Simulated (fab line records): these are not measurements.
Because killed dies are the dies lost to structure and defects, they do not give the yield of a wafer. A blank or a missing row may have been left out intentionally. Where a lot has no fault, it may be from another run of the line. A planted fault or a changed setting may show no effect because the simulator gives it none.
fab line records -- flow sky130
record: lots: 12, wafers: 36, last_day: 50
route steps=708 shown VIA1@460 METAL2@484 VIA2@507 PAD_OPEN@708
lots untouched by any fault: they come from a run of this same line in which no faults occurred
start_h: start of the lot's first displayed wafer, in hours after the record's first day -- wait_h: hours elapsed since this lot's preceding step -- " identical to the entry in the row above -- L1.1+2: one row covering several wafers at once -- - no value present, or no start provided -- * or withheld: withheld -- < > ~ a bound
route shown NAME@n: NAME is a module with steps in the file, n the number in the route of the first one -- usual: mean/standard deviation of fault-free wafers -- same: alike in all rows -- chamber/n: place in a boat -- sites: the reading at each site -- _std_site: standard deviation of those values -- _edge_site: mean of outer sites minus mean of inner sites -- radius_mm: for every site, how far away it sits from the centre of the wafer -- mask NAME#n: copy n -- behind: the last tool/chamber to shape the wafer -- hold: why the lot went on hold/how many hours it stayed there/how the hold came to an end -- device: which transistor (n, p or np) failed to switch -- end of line: the tests these same wafers got at the end of their route -- a step given without rows: its recipe and nothing more -- killed: not the wafer's yield, but the dies lost to structure and defects at the first sort -- map: per-die view of a wafer (x killed, . not killed, _ where there is no die)
set.NAME: the setting as run; set.NAME@STEP: as run at that earlier step -- model.NAME: the simulator's own value behind a step, which no gauge read
route steps across a sampled set of lots; one table per step, one row per wafer
services: when a tool's chamber went out of use (start_h, in hours from the record's first day, below 0 if earlier), for how many hours, and the reason
== steps ==
step: SKY_VIA1_CMP_02
recipe: material: SiO2, down_force_psi: 4, platen_rpm: 60, pad_velocity_m_s: 0.94248
usual: motor_current_A: 12.6/1.2
lot.wafer,tool,chamber,start_h,wait_h,motor_current_A
L185.2,cmp-01,1,765.99,0.0,11.7
L185.4,cmp-01,0,765.99,0.0,12.7
L185.6,cmp-01,1,765.99,0.0,11.0
L186.4,cmp-02,1,775.28,0.1,12.6
L186.2,cmp-02,2,775.28,0.1,14.1
L186.6,cmp-02,3,775.28,0.1,11.9
L187.3,cmp-01,0,776.34,0.0,14.0
L187.2,cmp-01,3,776.34,0.0,11.1
L187.5,cmp-01,0,776.34,0.0,13.6
L188.3,cmp-01,2,785.42,0.1,11.1
L188.1,cmp-01,0,785.42,0.1,13.8
L188.5,cmp-01,1,785.42,0.1,11.2
L191.4,cmp-01,1,810.28,0.0,12.1
L191.1,cmp-01,0,810.28,0.0,13.7
L191.5,cmp-01,1,810.28,0.0,11.7
L193.4,cmp-02,3,827.51,0.7,12.5
L193.1,cmp-02,0,827.51,0.7,13.5
L193.2,cmp-02,1,827.51,0.7,12.9
L194.2,cmp-02,0,837.15,0.2,13.3
L194.4,cmp-02,2,837.15,0.2,14.5
L194.5,cmp-02,0,837.15,0.2,13.6
L195.3,cmp-01,0,841.78,0.0,14.4
L195.4,cmp-01,3,841.78,0.0,11.3
L195.5,cmp-01,1,841.78,0.0,11.4
L196.4,cmp-02,0,853.87,0.3,14.4
L196.3,cmp-02,1,853.87,0.3,12.4
L196.2,cmp-02,2,853.87,0.3,14.6
L199.4,cmp-02,1,871.17,0.1,12.5
L199.3,cmp-02,2,871.17,0.1,13.8
L199.6,cmp-02,1,871.17,0.1,11.5
L200.4,cmp-02,0,881.41,0.1,14.0
L200.1,cmp-02,1,881.41,0.1,11.5
L200.5,cmp-02,2,881.41,0.1,14.7
L208.2,cmp-02,1,938.96,0.1,12.2
L208.6,cmp-02,0,938.96,0.1,12.6
L208.5,cmp-02,1,938.96,0.1,12.2
step: SKY_METAL2_SPUTTER_01
recipe: material: TiN, target_thk_nm: 20, power_w: 6500, time_s: 16.7, chamber_pressure_pa: 0.4
usual: throttle_valve_pct: 29.9/0.99
lot.wafer,tool,chamber,start_h,wait_h,throttle_valve_pct
L185.2,pvd_sputter-03,-,794.58,0.0,30.5
L185.4,pvd_sputter-03,-,794.58,0.0,30.7
L185.6,pvd_sputter-03,-,794.58,0.0,30.5
L186.2,pvd_sputter-04,-,803.54,0.0,30.9
L186.4,pvd_sputter-04,-,803.54,0.0,30.7
L186.6,pvd_sputter-04,-,803.54,0.0,29.3
L187.2,pvd_sputter-03,-,804.50,0.0,30.3
L187.3,pvd_sputter-03,-,804.50,0.0,31.4
L187.5,pvd_sputter-03,-,804.50,0.0,30.6
L188.1,pvd_sputter-03,-,813.54,0.0,29.3
L188.3,pvd_sputter-03,-,813.54,0.0,30.4
L188.5,pvd_sputter-03,-,813.54,0.0,31.4
L191.1,pvd_sputter-04,-,838.38,0.0,30.0
L191.4,pvd_sputter-04,-,838.38,0.0,29.4
L191.5,pvd_sputter-04,-,838.38,0.0,29.1
L193.1,pvd_sputter-01,-,855.30,0.0,30.9
L193.2,pvd_sputter-01,-,855.30,0.0,28.0
L193.4,pvd_sputter-01,-,855.30,0.0,29.1
L194.2,pvd_sputter-03,-,864.19,0.0,30.6
L194.4,pvd_sputter-03,-,864.19,0.0,30.6
L194.5,pvd_sputter-03,-,864.19,0.0,31.8
L195.3,pvd_sputter-04,-,869.93,0.0,30.5
L195.4,pvd_sputter-04,-,869.93,0.0,30.7
L195.5,pvd_sputter-04,-,869.93,0.0,30.1
L196.2,pvd_sputter-01,-,881.62,0.0,30.5
L196.3,pvd_sputter-01,-,881.62,0.0,29.9
L196.4,pvd_sputter-01,-,881.62,0.0,29.1
L199.3,pvd_sputter-04,-,898.29,0.0,29.0
L199.4,pvd_sputter-04,-,898.29,0.0,30.9
L199.6,pvd_sputter-04,-,898.29,0.0,30.7
L200.1,pvd_sputter-01,-,908.90,0.0,27.9
L200.4,pvd_sputter-01,-,908.90,0.0,29.5
L200.5,pvd_sputter-01,-,908.90,0.0,27.8
L208.2,pvd_sputter-04,-,965.27,0.0,29.1
L208.5,pvd_sputter-04,-,965.27,0.0,30.8
L208.6,pvd_sputter-04,-,965.27,0.0,28.9
step: SKY_METAL2_THK_MEAS_06
recipe: thk_meas_gauge: xrf, reads: AlCu_of_METAL2_SPUTTER_02
usual: METAL2_ALCU_THK: 252/3.1
lot.wafer,tool,chamber,start_h,wait_h,METAL2_ALCU_THK[nm]
L185.2,film_metro-03,-,794.83,0.1,253
L185.4,film_metro-03,-,794.83,0.1,249
L185.6,film_metro-03,-,794.83,0.1,251
L186.2,film_metro-01,-,803.79,0.1,253
L186.4,film_metro-01,-,803.79,0.1,255
L186.6,film_metro-01,-,803.79,0.1,253
L187.2,film_metro-03,-,804.75,0.1,244
L187.3,film_metro-03,-,804.75,0.1,246
L187.5,film_metro-03,-,804.75,0.1,247
L188.1,film_metro-03,-,813.77,0.1,249
L188.3,film_metro-03,-,813.77,0.1,247
L188.5,film_metro-03,-,813.77,0.1,250
L191.1,film_metro-04,-,838.64,0.1,252
L191.4,film_metro-04,-,838.64,0.1,250
L191.5,film_metro-04,-,838.64,0.1,251
L193.1,film_metro-04,-,855.54,0.1,247
L193.2,film_metro-04,-,855.54,0.1,247
L193.4,film_metro-04,-,855.54,0.1,249
L194.2,film_metro-01,-,864.44,0.1,253
L194.4,film_metro-01,-,864.44,0.1,247
L194.5,film_metro-01,-,864.44,0.1,249
L195.3,film_metro-04,-,870.18,0.1,253
L195.4,film_metro-04,-,870.18,0.1,252
L195.5,film_metro-04,-,870.18,0.1,252
L196.2,film_metro-04,-,881.87,0.1,255
L196.3,film_metro-04,-,881.87,0.1,256
L196.4,film_metro-04,-,881.87,0.1,257
L199.3,film_metro-04,-,898.55,0.1,252
L199.4,film_metro-04,-,898.55,0.1,257
L199.6,film_metro-04,-,898.55,0.1,254
L200.1,film_metro-04,-,909.14,0.1,256
L200.4,film_metro-04,-,909.14,0.1,258
L200.5,film_metro-04,-,909.14,0.1,256
L208.2,film_metro-01,-,965.52,0.1,254
L208.5,film_metro-01,-,965.52,0.1,258
L208.6,film_metro-01,-,965.52,0.1,253
step: SKY_VIA2_HDPCVD_00
recipe: material: SiO2, target_thk_nm: 1180, sigma_open_frac: 0.3, time_s: 196.7, temp_c: 400, sih4_flow_sccm: 60, pressure_mtorr: 6
usual: pressure_mtorr: 6.001/0.011
lot.wafer,tool,chamber,start_h,wait_h,pressure_mtorr
L185.2,hdpcvd-02,2,822.63,0.0,6.012
L185.4,hdpcvd-02,0,822.63,0.0,5.990
L185.6,hdpcvd-02,2,822.63,0.0,6.017
L186.2,hdpcvd-01,0,830.96,0.0,6.007
L186.4,hdpcvd-01,2,830.96,0.0,6.014
L186.6,hdpcvd-01,0,830.96,0.0,6.010
L187.2,hdpcvd-02,0,831.61,0.0,6.023
L187.3,hdpcvd-02,2,831.61,0.0,5.990
L187.5,hdpcvd-02,1,831.61,0.0,5.989
L188.1,hdpcvd-02,0,840.05,0.0,6.009
L188.3,hdpcvd-02,1,840.05,0.0,6.015
L188.5,hdpcvd-02,0,840.05,0.0,6.019
L191.1,hdpcvd-01,1,865.41,0.0,6.009
L191.4,hdpcvd-01,1,865.41,0.0,6.015
L191.5,hdpcvd-01,0,865.41,0.0,5.991
L193.1,hdpcvd-01,2,882.17,0.0,5.998
L193.2,hdpcvd-01,1,882.17,0.0,5.984
L193.4,hdpcvd-01,0,882.17,0.0,6.003
L194.2,hdpcvd-01,2,891.27,0.0,5.984
L194.4,hdpcvd-01,2,891.27,0.0,5.992
L194.5,hdpcvd-01,0,891.27,0.0,6.008
L195.3,hdpcvd-02,2,896.47,0.0,5.995
L195.4,hdpcvd-02,2,896.47,0.0,5.997
L195.5,hdpcvd-02,1,896.47,0.0,5.994
L196.2,hdpcvd-01,2,908.53,0.0,6.006
L196.3,hdpcvd-01,0,908.53,0.0,5.986
L196.4,hdpcvd-01,1,908.53,0.0,6.003
L199.3,hdpcvd-01,1,924.61,0.0,6.006
L199.4,hdpcvd-01,0,924.61,0.0,6.002
L199.6,hdpcvd-01,1,924.61,0.0,6.019
L200.1,hdpcvd-01,2,934.46,0.0,6.009
L200.4,hdpcvd-01,1,934.46,0.0,6.001
L200.5,hdpcvd-01,0,934.46,0.0,6.003
L208.2,hdpcvd-02,2,991.08,0.0,5.993
L208.5,hdpcvd-02,1,991.08,0.0,5.979
L208.6,hdpcvd-02,2,991.08,0.0,5.993
step: SKY_VIA2_THK_MEAS_01
recipe: reads: SiO2_of_VIA2_HDPCVD_00
usual: VIA2_HDPCVD_THK: 1186/9.8
lot.wafer,tool,chamber,start_h,wait_h,VIA2_HDPCVD_THK[nm]
L185.2,film_metro-03,-,822.76,0.1,1178
L185.4,film_metro-03,-,822.76,0.1,1176
L185.6,film_metro-03,-,822.76,0.1,1194
L186.2,film_metro-01,-,831.09,0.1,1173
L186.4,film_metro-01,-,831.09,0.1,1172
L186.6,film_metro-01,-,831.09,0.1,1203
L187.2,film_metro-03,-,831.74,0.1,1180
L187.3,film_metro-03,-,831.74,0.1,1192
L187.5,film_metro-03,-,831.74,0.1,1178
L188.1,film_metro-02,-,840.18,0.1,1186
L188.3,film_metro-02,-,840.18,0.1,1164
L188.5,film_metro-02,-,840.18,0.1,1179
L191.1,film_metro-02,-,865.53,0.1,1192
L191.4,film_metro-02,-,865.53,0.1,1166
L191.5,film_metro-02,-,865.53,0.1,1190
L193.1,film_metro-03,-,882.29,0.1,1187
L193.2,film_metro-03,-,882.29,0.1,1183
L193.4,film_metro-03,-,882.29,0.1,1173
L194.2,film_metro-01,-,891.41,0.1,1192
L194.4,film_metro-01,-,891.41,0.1,1190
L194.5,film_metro-01,-,891.41,0.1,1202
L195.3,film_metro-01,-,896.62,0.1,1189
L195.4,film_metro-01,-,896.62,0.1,1205
L195.5,film_metro-01,-,896.62,0.1,1181
L196.2,film_metro-02,-,908.66,0.1,1174
L196.3,film_metro-02,-,908.66,0.1,1183
L196.4,film_metro-02,-,908.66,0.1,1178
L199.3,film_metro-03,-,924.75,0.1,454
L199.4,film_metro-03,-,924.75,0.1,1201
L199.6,film_metro-03,-,924.75,0.1,457
L200.1,film_metro-03,-,934.59,0.1,1183
L200.4,film_metro-03,-,934.59,0.1,432
L200.5,film_metro-03,-,934.59,0.1,1202
L208.2,film_metro-02,-,991.22,0.1,1212
L208.5,film_metro-02,-,991.22,0.1,1187
L208.6,film_metro-02,-,991.22,0.1,1202
step: SKY_VIA2_ETCH_15
recipe: target: SiO2, chemistry: C4F8/O2/Ar, target_depth_nm: 546, stop_on: TiN, mask_material: KrF-thick, source_w: 1500, bias_w: 1200, pressure_mtorr: 40, c4f8_flow_sccm: withheld, O2_flow_sccm: 6, Ar_flow_sccm: 300, time_s: 84
usual: oes_product_au: 0.940/0.0051
lot.wafer,tool,chamber,start_h,wait_h,oes_product_au,rf_hours_counter_h
L185.2,rie_diel-04,1,849.64,0.0,0.933,17
L185.4,rie_diel-04,3,849.64,0.0,0.938,13
L185.6,rie_diel-04,1,849.64,0.0,0.936,-
L186.2,rie_diel-02,1,857.93,0.0,0.938,2
L186.4,rie_diel-02,2,857.93,0.0,0.935,12
L186.6,rie_diel-02,0,857.93,0.0,0.936,-
L187.2,rie_diel-01,2,858.26,0.0,0.948,14
L187.3,rie_diel-01,3,858.26,0.0,0.937,17
L187.5,rie_diel-01,0,858.26,0.0,0.943,-
L188.1,rie_diel-01,1,867.38,0.0,0.943,21
L188.3,rie_diel-01,2,867.38,0.0,0.948,14
L188.5,rie_diel-01,1,867.38,0.0,0.932,-
L191.1,rie_diel-02,1,891.69,0.0,0.945,3
L191.4,rie_diel-02,2,891.69,0.0,0.935,13
L191.5,rie_diel-02,0,891.69,0.0,0.941,-
L193.1,rie_diel-02,1,908.34,0.0,0.946,4
L193.2,rie_diel-02,2,908.34,0.0,0.926,13
L193.4,rie_diel-02,0,908.34,0.0,0.944,9
L194.2,rie_diel-02,1,916.78,0.0,0.943,4
L194.4,rie_diel-02,2,916.78,0.0,0.935,13
L194.5,rie_diel-02,3,916.78,0.0,0.942,-
L195.3,rie_diel-01,3,922.72,0.0,0.940,19
L195.4,rie_diel-01,0,922.72,0.0,0.945,17
L195.5,rie_diel-01,2,922.72,0.0,0.932,-
L196.2,rie_diel-04,0,933.89,0.0,0.937,23
L196.3,rie_diel-04,1,933.89,0.0,0.942,19
L196.4,rie_diel-04,2,933.89,0.0,0.938,10
L199.3,rie_diel-01,3,950.13,0.0,0.893,20
L199.4,rie_diel-01,1,950.13,0.0,0.940,24
L199.6,rie_diel-01,1,950.13,0.0,0.902,-
L200.1,rie_diel-01,0,959.24,0.0,0.940,18
L200.4,rie_diel-01,3,959.24,0.0,0.870,20
L200.5,rie_diel-01,2,959.24,0.0,0.942,-
L208.2,rie_diel-01,1,1015.08,0.0,0.933,26
L208.5,rie_diel-01,2,1015.08,0.0,0.944,-
L208.6,rie_diel-01,1,1015.08,0.0,0.938,-
step: SKY_PAD_OPEN_PROBE_99
usual: defect_limited_yield: 82.4/1.8, killed_at_M0_to_M3: 44/7.2, killed_at_M4_up: 3.5/1.8, killed_at_contacts: 25/5.1, killed_at_front_end: 14/4.4, killed_at_other: 0.4/0.58, killed_dies: 87/9.1, killed_open: 48/6.9, killed_short: 38/6.3
same: gross_dies: 492, killed_at_back_side: 0
lot.wafer,tool,chamber,start_h,wait_h,defect_limited_yield[%],killed_at_M0_to_M3,killed_at_M4_up,killed_at_contacts,killed_at_front_end,killed_at_other,killed_dies,killed_open,killed_short
L185.2,prober-02,-,1077.25,0.1,79.5,48,3,34,16,0,101,70,30
L185.4,prober-02,-,1077.35,0.2,82.5,44,0,25,17,0,86,58,28
L185.6,prober-02,-,1077.45,0.2,83.1,35,5,27,16,0,83,37,46
L186.2,prober-01,-,1085.05,0.1,85.0,41,5,16,12,0,74,42,32
L186.4,prober-01,-,1085.15,0.2,86.4,30,4,20,12,1,67,37,30
L186.6,prober-01,-,1085.25,0.2,81.7,44,6,20,19,1,90,48,42
L187.2,prober-02,-,1087.03,0.1,80.3,41,8,24,23,1,97,48,48
L187.3,prober-02,-,1087.08,0.2,80.9,52,3,25,14,0,94,51,43
L187.5,prober-02,-,1087.18,0.2,82.5,42,5,30,8,1,86,52,33
L188.1,prober-01,-,1091.55,0.1,83.1,42,3,21,17,0,83,43,40
L188.3,prober-01,-,1091.65,0.2,83.9,38,4,25,12,0,79,47,32
L188.5,prober-01,-,1091.75,0.2,82.1,40,7,25,16,0,88,43,45
L191.1,prober-02,-,1111.44,0.1,82.5,36,3,32,15,0,86,50,36
L191.4,prober-02,-,1111.59,0.2,79.7,55,3,23,19,0,100,52,48
L191.5,prober-02,-,1111.64,0.2,83.7,46,0,19,15,0,80,41,39
L193.1,prober-02,-,1124.70,0.1,83.1,41,3,25,14,0,83,47,36
L193.2,prober-02,-,1124.75,0.1,84.6,38,2,24,12,0,76,41,35
L193.4,prober-02,-,1124.85,0.2,83.1,40,4,27,12,0,83,55,28
L194.2,prober-01,-,1131.41,0.1,84.1,46,2,15,15,0,78,46,32
L194.4,prober-01,-,1131.51,0.2,82.7,39,1,26,19,0,85,47,38
L194.5,prober-01,-,1131.56,0.2,81.1,43,2,30,17,1,93,51,41
L195.3,prober-02,-,1136.61,0.2,81.9,41,2,30,15,1,89,55,34
L195.4,prober-02,-,1136.66,0.2,84.8,40,2,25,8,0,75,41,34
L195.5,prober-02,-,1136.71,0.2,80.5,47,4,29,15,1,96,58,38
L196.2,prober-02,-,1143.20,0.1,82.1,52,3,25,8,0,88,48,40
L196.3,prober-02,-,1143.25,0.2,83.9,34,2,27,15,1,79,46,33
L196.4,prober-02,-,1143.30,0.2,80.9,48,2,36,8,0,94,50,44
L199.3,prober-01,-,1157.64,0.2,83.7,37,4,26,13,0,80,44,36
L199.4,prober-01,-,1157.69,0.2,78.9,49,4,25,26,0,104,51,51
L199.6,prober-01,-,1157.79,0.2,79.7,62,3,23,12,0,100,59,41
L200.1,prober-02,-,1161.56,0.1,84.3,48,3,19,6,1,77,46,31
L200.4,prober-02,-,1161.71,0.2,82.7,43,3,25,14,0,85,45,40
L200.5,prober-02,-,1161.76,0.2,82.3,45,2,25,14,1,87,50,37
L208.2,prober-02,-,1200.71,0.1,84.3,39,4,19,14,1,77,39,38
L208.5,prober-02,-,1200.86,0.2,82.1,37,2,33,15,1,88,44,44
L208.6,prober-02,-,1200.91,0.2,83.1,42,3,27,11,0,83,45,38
killed by level:class
L185.2 CONTACT:geometric_particle:open=16 VIA1:geometric_particle:open=15 VIA3:geometric_particle:open=12 LI_CONTACT:geometric_particle:open=8 VIA1:geometric_particle:short=5 LOCAL_INTERCONNECT:geometric_particle:short=4 METAL2:geometric_particle:short=4 FIELD_ISO:geometric_particle:open=3
L185.4 VIA3:geometric_particle:open=10 CONTACT:geometric_particle:open=9 LI_CONTACT:geometric_particle:open=8 VIA2:geometric_particle:open=7 VIA1:geometric_particle:open=7 FIELD_ISO:geometric_particle:open=6 VIA1:geometric_particle:short=5 METAL2:geometric_particle:short=4
L185.6 CONTACT:geometric_particle:open=9 CONTACT:geometric_particle:short=8 METAL2:geometric_particle:short=8 METAL1:geometric_particle:short=7 VIA1:geometric_particle:open=7 POLY_GATE:geometric_particle:open=6 LI_CONTACT:geometric_particle:open=5 METAL4:geometric_particle:short=5
L186.2 VIA1:geometric_particle:open=14 VIA1:geometric_particle:short=7 LI_CONTACT:geometric_particle:open=6 CONTACT:geometric_particle:open=6 METAL1:geometric_particle:short=5 POLY_GATE:geometric_particle:open=4 VIA2:geometric_particle:open=4 POLY_GATE:geometric_particle:short=3
L186.4 CONTACT:geometric_particle:open=11 VIA1:geometric_particle:open=6 FIELD_ISO:geometric_particle:open=5 METAL1:geometric_particle:short=5 CONTACT:geometric_particle:short=4 VIA1:geometric_particle:short=4 VIA3:geometric_particle:open=4 FIELD_ISO:geometric_particle:short=3
L186.6 METAL1:geometric_particle:short=7 FIELD_ISO:geometric_particle:open=6 LI_CONTACT:geometric_particle:open=6 CONTACT:geometric_particle:short=6 VIA2:geometric_particle:open=6 VIA3:geometric_particle:open=6 VIA1:geometric_particle:open=5 CONTACT:geometric_particle:open=4
L187.2 CONTACT:geometric_particle:open=10 VIA1:geometric_particle:open=9 POLY_GATE:geometric_particle:short=8 VIA2:geometric_particle:short=8 METAL4:geometric_particle:short=8 LI_CONTACT:geometric_particle:open=7 VIA2:geometric_particle:open=7 FIELD_ISO:geometric_particle:short=4
L187.3 VIA1:geometric_particle:open=11 VIA2:geometric_particle:open=10 LI_CONTACT:geometric_particle:open=8 CONTACT:geometric_particle:short=8 METAL2:geometric_particle:short=7 CONTACT:geometric_particle:open=4 METAL1:geometric_particle:short=4 VIA1:geometric_particle:short=4
L187.5 CONTACT:geometric_particle:open=10 LI_CONTACT:geometric_particle:open=9 VIA1:geometric_particle:open=9 VIA2:geometric_particle:open=7 VIA1:geometric_particle:short=7 LOCAL_INTERCONNECT:geometric_particle:short=4 METAL2:geometric_particle:short=4 VIA3:geometric_particle:open=4
L188.1 CONTACT:geometric_particle:open=11 VIA1:geometric_particle:open=8 VIA2:geometric_particle:open=8 POLY_GATE:geometric_particle:short=7 CONTACT:geometric_particle:short=6 VIA3:geometric_particle:short=5 FIELD_ISO:geometric_particle:open=4 VIA2:geometric_particle:short=4
L188.3 LI_CONTACT:geometric_particle:open=11 VIA1:geometric_particle:open=11 CONTACT:geometric_particle:open=7 VIA2:geometric_particle:open=7 METAL2:geometric_particle:short=5 LI_CONTACT:geometric_particle:short=4 VIA3:geometric_particle:open=4 POLY_GATE:geometric_particle:short=3
L188.5 VIA2:geometric_particle:open=9 CONTACT:geometric_particle:short=7 POLY_GATE:geometric_particle:short=7 CONTACT:geometric_particle:open=7 VIA1:geometric_particle:open=7 VIA3:geometric_particle:open=7 LI_CONTACT:geometric_particle:open=5 METAL1:geometric_particle:short=5
L191.1 CONTACT:geometric_particle:open=11 LI_CONTACT:geometric_particle:open=9 FIELD_ISO:geometric_particle:short=8 CONTACT:geometric_particle:short=7 VIA3:geometric_particle:open=7 METAL1:geometric_particle:short=7 VIA1:geometric_particle:open=7 VIA2:geometric_particle:open=6
L191.4 VIA1:geometric_particle:open=12 POLY_GATE:geometric_particle:open=7 METAL1:geometric_particle:short=7 METAL2:geometric_particle:short=7 VIA2:geometric_particle:short=7 LI_CONTACT:geometric_particle:open=6 VIA2:geometric_particle:open=6 FIELD_ISO:geometric_particle:open=5
L191.5 CONTACT:geometric_particle:open=10 VIA1:geometric_particle:open=9 FIELD_ISO:geometric_particle:short=6 METAL1:geometric_particle:short=5 VIA1:geometric_particle:short=5 METAL2:geometric_particle:short=5 VIA3:geometric_particle:open=5 FIELD_ISO:geometric_particle:open=4
L193.1 CONTACT:geometric_particle:open=10 VIA2:geometric_particle:open=9 FIELD_ISO:geometric_particle:open=8 VIA1:geometric_particle:open=8 METAL1:geometric_particle:short=7 VIA1:geometric_particle:short=5 LI_CONTACT:geometric_particle:open=4 LOCAL_INTERCONNECT:geometric_particle:short=4
L193.2 CONTACT:geometric_particle:open=9 VIA3:geometric_particle:open=8 VIA1:geometric_particle:open=6 FIELD_ISO:geometric_particle:open=5 VIA2:geometric_particle:open=5 LI_CONTACT:geometric_particle:open=4 METAL1:geometric_particle:short=4 LOCAL_INTERCONNECT:geometric_particle:short=4
L193.4 CONTACT:geometric_particle:open=12 LI_CONTACT:geometric_particle:open=9 VIA1:geometric_particle:open=8 VIA2:geometric_particle:open=7 VIA3:geometric_particle:open=6 FIELD_ISO:geometric_particle:open=4 VIA1:geometric_particle:short=4 FIELD_ISO:geometric_particle:short=3
L194.2 VIA2:geometric_particle:open=12 VIA3:geometric_particle:open=9 VIA1:geometric_particle:open=6 FIELD_ISO:geometric_particle:open=5 LOCAL_INTERCONNECT:geometric_particle:short=5 CONTACT:geometric_particle:open=4 VIA3:geometric_particle:short=4 VIA1:geometric_particle:short=4
L194.4 VIA1:geometric_particle:open=9 METAL2:geometric_particle:short=8 CONTACT:geometric_particle:open=7 FIELD_ISO:geometric_particle:open=6 LI_CONTACT:geometric_particle:open=6 VIA3:geometric_particle:open=5 CONTACT:geometric_particle:short=5 VIA2:geometric_particle:open=5
L194.5 CONTACT:geometric_particle:open=12 VIA1:geometric_particle:open=9 CONTACT:geometric_particle:short=8 LOCAL_INTERCONNECT:geometric_particle:short=6 VIA3:geometric_particle:open=6 METAL3:geometric_particle:short=6 FIELD_ISO:geometric_particle:open=5 VIA2:geometric_particle:open=5
L195.3 VIA1:geometric_particle:open=15 CONTACT:geometric_particle:open=10 VIA3:geometric_particle:open=9 CONTACT:geometric_particle:short=8 LI_CONTACT:geometric_particle:open=7 VIA3:geometric_particle:short=5 FIELD_ISO:geometric_particle:short=4 FIELD_ISO:geometric_particle:open=4
L195.4 VIA1:geometric_particle:open=14 CONTACT:geometric_particle:open=8 LOCAL_INTERCONNECT:geometric_particle:short=8 VIA3:geometric_particle:open=7 CONTACT:geometric_particle:short=5 METAL2:geometric_particle:short=5 VIA2:geometric_particle:open=4 FIELD_ISO:geometric_particle:open=3
L195.5 VIA1:geometric_particle:open=12 LI_CONTACT:geometric_particle:open=10 CONTACT:geometric_particle:open=9 VIA3:geometric_particle:open=8 METAL2:geometric_particle:short=7 VIA1:geometric_particle:short=6 FIELD_ISO:geometric_particle:open=5 CONTACT:geometric_particle:short=4
L196.2 VIA1:geometric_particle:open=17 CONTACT:geometric_particle:open=9 METAL1:geometric_particle:short=8 METAL2:geometric_particle:short=7 VIA2:geometric_particle:open=6 LI_CONTACT:geometric_particle:short=5 LOCAL_INTERCONNECT:geometric_particle:short=5 VIA3:geometric_particle:open=5
L196.3 LI_CONTACT:geometric_particle:open=11 VIA1:geometric_particle:open=7 CONTACT:geometric_particle:short=6 VIA2:geometric_particle:open=6 CONTACT:geometric_particle:open=5 VIA3:geometric_particle:open=5 FIELD_ISO:geometric_particle:short=3 SPACER:geometric_particle:open=3
L196.4 CONTACT:geometric_particle:open=14 VIA1:geometric_particle:open=12 METAL2:geometric_particle:short=7 CONTACT:geometric_particle:short=6 VIA2:geometric_particle:open=6 LI_CONTACT:geometric_particle:open=6 LOCAL_INTERCONNECT:geometric_particle:short=5 LI_CONTACT:geometric_particle:short=4
L199.3 LI_CONTACT:geometric_particle:open=9 METAL1:geometric_particle:short=7 VIA1:geometric_particle:open=7 CONTACT:geometric_particle:open=6 VIA3:geometric_particle:open=6 FIELD_ISO:geometric_particle:short=4 POLY_GATE:geometric_particle:short=4 LOCAL_INTERCONNECT:geometric_particle:short=4
L199.4 VIA1:geometric_particle:open=11 CONTACT:geometric_particle:open=10 FIELD_ISO:geometric_particle:short=9 FIELD_ISO:geometric_particle:open=6 CONTACT:geometric_particle:short=6 VIA2:geometric_particle:open=6 LOCAL_INTERCONNECT:geometric_particle:short=5 METAL1:geometric_particle:short=5
L199.6 VIA3:geometric_particle:open=14 CONTACT:geometric_particle:open=13 VIA2:geometric_particle:open=10 METAL1:geometric_particle:short=10 VIA1:geometric_particle:open=8 LI_CONTACT:geometric_particle:open=6 METAL2:geometric_particle:short=5 VIA2:geometric_particle:short=5
L200.1 VIA1:geometric_particle:open=14 LI_CONTACT:geometric_particle:open=8 VIA2:geometric_particle:open=8 METAL2:geometric_particle:short=7 METAL1:geometric_particle:short=6 VIA3:geometric_particle:open=6 FIELD_ISO:geometric_particle:open=4 LOCAL_INTERCONNECT:geometric_particle:short=4
L200.4 LI_CONTACT:geometric_particle:open=8 METAL2:geometric_particle:short=8 CONTACT:geometric_particle:open=7 FIELD_ISO:geometric_particle:open=6 VIA1:geometric_particle:open=6 VIA3:geometric_particle:open=5 VIA2:geometric_particle:short=5 VIA2:geometric_particle:open=5
L200.5 VIA1:geometric_particle:open=12 LI_CONTACT:geometric_particle:open=11 METAL2:geometric_particle:short=7 CONTACT:geometric_particle:open=7 VIA2:geometric_particle:open=6 METAL3:geometric_particle:short=6 METAL1:geometric_particle:short=4 VIA1:geometric_particle:short=4
L208.2 VIA1:geometric_particle:open=10 METAL1:geometric_particle:short=8 FIELD_ISO:geometric_particle:open=7 CONTACT:geometric_particle:short=7 CONTACT:geometric_particle:open=6 VIA2:geometric_particle:open=6 LI_CONTACT:geometric_particle:open=5 FIELD_ISO:geometric_particle:short=4
L208.5 CONTACT:geometric_particle:open=12 VIA1:geometric_particle:open=9 LI_CONTACT:geometric_particle:open=8 POLY_GATE:geometric_particle:short=6 LOCAL_INTERCONNECT:geometric_particle:short=6 VIA2:geometric_particle:open=6 VIA1:geometric_particle:short=5 METAL2:geometric_particle:short=5
L208.6 CONTACT:geometric_particle:open=10 VIA3:geometric_particle:open=9 VIA1:geometric_particle:open=8 CONTACT:geometric_particle:short=6 METAL1:geometric_particle:short=6 LI_CONTACT:geometric_particle:open=5 VIA1:geometric_particle:short=4 LOCAL_INTERCONNECT:geometric_particle:short=4
== services ==
tool,chamber,start_h,hours,kind
cmp-02,-,747.81,4.0,pm
cmp-02,-,747.87,26.6,repair
cmp-01,-,772.10,0.3,repair
cmp-01,-,786.54,1.6,repair
pvd_sputter-04,-,791.24,1.4,repair
cmp-01,-,794.63,7.9,pm
rie_diel-01,-,798.92,2.8,pm
cmp-01,-,807.60,0.4,repair
cmp-02,-,811.84,2.3,repair
cmp-01,-,822.49,15.5,pm
cmp-02,-,838.15,7.0,pm
cmp-01,-,852.07,6.3,repair
cmp-01,-,854.87,1.4,repair
hdpcvd-02,2,858.37,6.5,repair
cmp-02,-,860.16,3.2,pm
rie_diel-01,0,890.36,3.6,repair
cmp-02,-,907.59,3.9,repair
cmp-01,-,912.12,4.0,pm
cmp-01,-,937.70,15.6,repair
cmp-01,-,943.40,0.6,repair
hdpcvd-01,-,965.26,6.0,pm
hdpcvd-01,2,968.24,3.6,repair
cmp-02,-,971.85,2.5,repair
cmp-02,-,999.34,0.9,repair
== key ==
first_sign: step: SKY_VIA2_THK_MEAS_01, reading: VIA2_HDPCVD_THK, direction: down, sigmas: 75, usual: 1186, struck: 448
effect: step: SKY_VIA2_ETCH_15, reading: oes_product_au, direction: down, sigmas: 10, usual: 0.940, struck: 0.888
met_at SKY_VIA2_HDPCVD_00
struck_lots L199,L200
struck_wafers L199.3,L199.6,L200.4
not_acting_at SKY_VIA1_CMP_02,SKY_METAL2_SPUTTER_01,SKY_METAL2_THK_MEAS_06
onset_between 908.53 924.61
fault: kind: process_parameter_drift, tool: hdpcvd-01, chamber: 1, onset_h: 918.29, steps: SKY_VIA2_HDPCVD_00, channel: target_thk_nm, offset: -738.15, shape: step, end_h: 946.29, acts_in: these_recipes_only, stated: 1180
